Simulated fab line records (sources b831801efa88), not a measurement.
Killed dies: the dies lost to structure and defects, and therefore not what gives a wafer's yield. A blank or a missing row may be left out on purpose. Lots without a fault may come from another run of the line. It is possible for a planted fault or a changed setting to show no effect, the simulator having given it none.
What tool caused it? -- flow sky130 -- 11 lots with 33 wafers sampled at 5 steps, on a route of 708 steps

## WHAT THE GAUGES SHOWED, per wafer
SKY_VIA3_OVL_MEAS_13.
lot,measured,on,VIA3_OVL (nm)
L369,day 40 00:25,overlay-02,-14 -9 -8
L373,day 41 16:03,overlay-02,3 1 3
L375,day 42 01:19,overlay-01,2 6 -5
L380,day 43 16:40,overlay-01,-1 1 -3
L382,day 43 21:26,overlay-01,3 4 10
L383,day 44 09:28,overlay-01,6 1 2
L385,day 44 13:35,overlay-01,2 -9 2
L387,day 45 04:32,overlay-01,13 16 15
L388,day 45 06:10,overlay-02,5 12 8
L389,day 45 09:20,overlay-01,-3 -6 -4
L390,day 45 15:46,overlay-01,0 3 3

SKY_CAP2M_THK_MEAS_01.
lot,measured,on,CAP2M_CVD_00_THK (nm)
L369,day 40 02:07,film-metro-01,15.38 15.76 15.49
L373,day 41 17:38,film-metro-04,8.69 9.22 9.21 8.76 9.23 9.13
L375,day 42 03:01,film-metro-01,8.75 8.88 8.67 8.76 8.92 8.69
L380,day 43 18:16,film-metro-01,15.26 15.37 15.34
L382,day 43 23:01,film-metro-01,15.43 15.27 15.31
L383,day 44 11:04,film-metro-04,15.47 15.40 15.65
L385,day 44 15:10,film-metro-01,15.69 15.52 15.59
L387,day 45 07:16,film-metro-01,14.96 15.49 15.57
L388,day 45 08:10,film-metro-01,15.46 15.43 15.29
L389,day 45 10:55,film-metro-03,15.21 15.10 15.05
L390,day 45 17:21,film-metro-03,15.36 15.54 15.82

## EACH LOT AND THE TOOL THAT RAN IT (in order: tool; ch and the chambers of the sampled wafers; start)
lot,SKY_VIA3_ETCH_15,SKY_METAL4_SPUTTER_03,SKY_CAP2M_CVD_00
L369,"rie-diel-03 ch 0,1,3, day 40 00:29","pvd-sputter-03, day 40 02:01","pecvd-04 ch 1,2, day 40 02:05"
L373,"rie-diel-03 ch 1,3, day 41 16:07","pvd-sputter-04, day 41 17:32","pecvd-04 ch 0,1, day 41 17:35"
L375,"rie-diel-02 ch 0,1,3, day 42 01:23","pvd-sputter-04, day 42 02:55","pecvd-04 ch 0,1,2, day 42 02:59"
L380,"rie-diel-02 ch 1,2,3, day 43 16:44","pvd-sputter-04, day 43 18:11","pecvd-02 ch 0,1, day 43 18:15"
L382,"rie-diel-02 ch 0,1, day 43 21:29","pvd-sputter-03, day 43 22:54","pecvd-02 ch 0,1,2, day 43 22:58"
L383,"rie-diel-02 ch 0,2,3, day 44 09:32","pvd-sputter-03, day 44 10:58","pecvd-02 ch 0,1, day 44 11:02"
L385,"rie-diel-03 ch 0,3, day 44 13:38","pvd-sputter-03, day 44 15:03","pecvd-04 ch 0,1,2, day 44 15:07"
L387,"rie-diel-02 ch 0,1,3, day 45 04:37","pvd-sputter-03, day 45 07:10","pecvd-02 ch 0,1,2, day 45 07:14"
L388,"rie-diel-03 ch 2,3, day 45 06:14","pvd-sputter-03, day 45 08:04","pecvd-04 ch 0,2, day 45 08:08"
L389,"rie-diel-04 ch 0,2,3, day 45 09:25","pvd-sputter-03, day 45 10:49","pecvd-02 ch 0,1,2, day 45 10:53"
L390,"rie-diel-04 ch 0,3, day 45 15:50","pvd-sputter-02, day 45 17:14","pecvd-04 ch 0,1, day 45 17:19"
- SKY_VIA3_ETCH_15: etches SiO2 in C4F8/O2/Ar, stops on TiN, target depth 507 nm, time 78 s.
- SKY_METAL4_SPUTTER_03: material Ti, target thk 5 nm, time 3.3 s.
- SKY_CAP2M_CVD_00: deposits SiO2, target thk 15.5 nm.

## AS READ BY THE TOOLS THEMSELVES (means over the sampled wafers that have a number; for cases with no such wafer, the mark the record gives instead)
SKY_VIA3_ETCH_15.
lot,tool,oes-product-au (a.u.)
L369,rie-diel-03,0.941
L373,rie-diel-03,0.943
L375,rie-diel-02,0.940
L380,rie-diel-02,0.940
L382,rie-diel-02,0.946
L383,rie-diel-02,0.946
L385,rie-diel-03,0.947
L387,rie-diel-02,0.948
L388,rie-diel-03,0.944
L389,rie-diel-04,0.945
L390,rie-diel-04,0.949

SKY_METAL4_SPUTTER_03.
lot,tool,chamber-pressure-pa (Pa),throttle-valve-pct (%)
L369,pvd-sputter-03,0.3988,31.2
L373,pvd-sputter-04,0.4009,30.6
L375,pvd-sputter-04,0.4001,30.2
L380,pvd-sputter-04,0.3995,29.8
L382,pvd-sputter-03,0.4003,30.2
L383,pvd-sputter-03,0.3994,30.8
L385,pvd-sputter-03,0.3996,31.3
L387,pvd-sputter-03,0.3996,30.9
L388,pvd-sputter-03,0.3996,31.1
L389,pvd-sputter-03,0.3998,31.1
L390,pvd-sputter-02,0.3997,30.1

SKY_CAP2M_CVD_00.
lot,tool,heater-power-w (W)
L369,pecvd-04,697
L373,pecvd-04,845
L375,pecvd-04,773
L380,pecvd-02,760
L382,pecvd-02,776
L383,pecvd-02,754
L385,pecvd-04,770
L387,pecvd-02,742
L388,pecvd-04,725
L389,pecvd-02,746
L390,pecvd-04,756

## THE ANSWER, worked out from the rows above alone
Rule: usual is defined by the lots themselves. Put in order of their means at a reading, lots are off if they are a third of the lots or fewer, leave a main group of 4 or more, and stand apart from it by a gap of 3 or more times the standard deviation of the main group's means; of several such gaps the widest counts. Not used: any main group whose means are identical at the precision the tables above print for the reading. A lot without any number at a reading at which 4 lots or more have one is off too. All remaining lots with rows at the step are treated as sound. Order of review: gauges by route order, followed by the tools' own readings, for which a lot's mean as printed above is used. At the first step where some lot is off, the reading lying furthest off is the one used; lots without a number count as furthest.
Off: L373, L375, seen at SKY_CAP2M_THK_MEAS_01 (CAP2M_CVD_00_THK). The main group: mean 15.42 nm, standard deviation 0.15.
A tool fits if, at a process step before that reading, it ran every lot that is off, and no sound lot after the first of them. Gauges at SKY_CAP2M_THK_MEAS_01: tried the same way as those tools. Not one of the candidates tried fits.

## WHAT THE SIMULATOR HAD INSERTED
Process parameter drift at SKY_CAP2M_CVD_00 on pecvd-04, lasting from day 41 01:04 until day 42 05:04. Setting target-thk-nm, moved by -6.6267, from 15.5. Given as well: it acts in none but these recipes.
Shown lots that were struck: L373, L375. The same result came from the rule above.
